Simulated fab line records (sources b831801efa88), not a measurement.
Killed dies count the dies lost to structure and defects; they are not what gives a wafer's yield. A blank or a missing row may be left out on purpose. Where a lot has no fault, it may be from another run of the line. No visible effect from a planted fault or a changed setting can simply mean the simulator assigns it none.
8D (eight disciplines) problem report, filled in by code | flow gf180mcu | the parts of the form that need people (team, actions taken, sign-off) are left out

== 1. WHAT WENT WRONG ==
NWELL_TW at GF_NWELL_TW_MEAS_11 reads a mean of 1743 on 6 wafers of 2 lots; wafers without a fault read 1571 with a standard deviation of 7.6. Relative to the usual mean, that is a shift of +23 standard deviations.
First observed at day 6 14:44: wafer L510.1, on film metro-01. Wafers with a number at this step in the record: 36, from 12 lots. Rule for "out", or "out of limits": more than 4 standard deviations from the usual mean. The other wafers with a number count as sound.

== 2. WHAT IT IS, AND WHAT IT ISN'T ==
question                    | is                           | is not
which readings at this step | NWELL_TW                     | -
which lots                  | L510, L511                   | L496, L497, L499, L501, L502, L503, L513, L514, L515, L518
which wafers of those lots  | all that have a number       | -
read on which gauges        | film metro-01, film metro-04 | film metro-02
when                        | from day 6 14:44             | up to then (18 sound wafers); but 12 sound wafers of L513, L514, L515, L518 came after

== 3. WHAT RULES OUT EACH SUSPECT ==
Counting: a tool at any process step up to the reading remains a suspect when it ran all the lots that are out and ran no sound lot after the first of those.
- the gauge at GF_NWELL_TW_MEAS_11 has been ruled out. 2 gauges (film metro-01, film metro-04) read the wafers that are out.
- plasma asher-02 at GF_DNWELL_STRIP_08 (strips in O2/N2): ruled out as a lasting fault. Sound lots L513, L518 ran on it after its first lot that is out, L510 (day 5 23:18).
- implanter-03 at GF_NWELL_IMPLANT_08: kept. Every lot that is out went through it, starting with L510 (day 6 14:20), and after that it ran no sound lot; the last sound lot it ran before then is L503 (day 5 00:51). Out on those wafers are its own readings of tilt deg.
After counting, what remains is implanter-03 at GF_NWELL_IMPLANT_08.

== 4. THE CAUSE (what the simulator had put in) ==
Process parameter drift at GF_NWELL_IMPLANT_08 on implanter-03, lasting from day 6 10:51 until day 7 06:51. Setting tilt deg, moved by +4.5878, from 0. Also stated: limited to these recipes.
This tool alone remained once counting was done.

== 5. THE CHAIN OF EFFECTS, in route order ==
Each row: a reading where the mean over the struck wafers with a number is more than 3 standard deviations away from the usual. Scope: only readings with a usual standard deviation given in the record; hours: median across lots of the time from each lot's start at the first step in this table that gives one to its start at this step; sigmas: change in usual standard deviations.
hours | step                     | reading  | usual         | on struck wafers | change | sigmas
0     | GF_NWELL_IMPLANT_08      | tilt deg | 0.001 degrees | 4.601            | +4.600 | +99 or more
0     | GF_NWELL_TW_MEAS_11      | NWELL_TW | 1571          | 1743             | +172   | +23
124   | GF_VT_IMPLANT_RS_MEAS_47 | NWELL_RS | 487.8 ohm/sq  | 647.4            | +159.6 | +99 or more
Its process steps:
- GF_NWELL_IMPLANT_08
Later steps that measure or inspect, where all struck wafers having a row at the step show a number for every such reading and not one has moved that far: GF_MVPSD_OVL_MEAS_07.

== 6. HOW IT WOULD HAVE BEEN CAUGHT EARLIER ==
In this record the first reading out of limits at a measuring or inspecting step was taken at day 6 14:44, 4 hours after the fault began at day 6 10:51.
Tool's own readings at GF_NWELL_IMPLANT_08, tilt deg: out on all struck wafers the step has rows for; an alarm limit on them would have tripped on the first.
Among the 2 lots that are out, L511 began GF_NWELL_IMPLANT_08 on implanter-03 after day 6 14:44. Holding the tool at that time would have saved it.
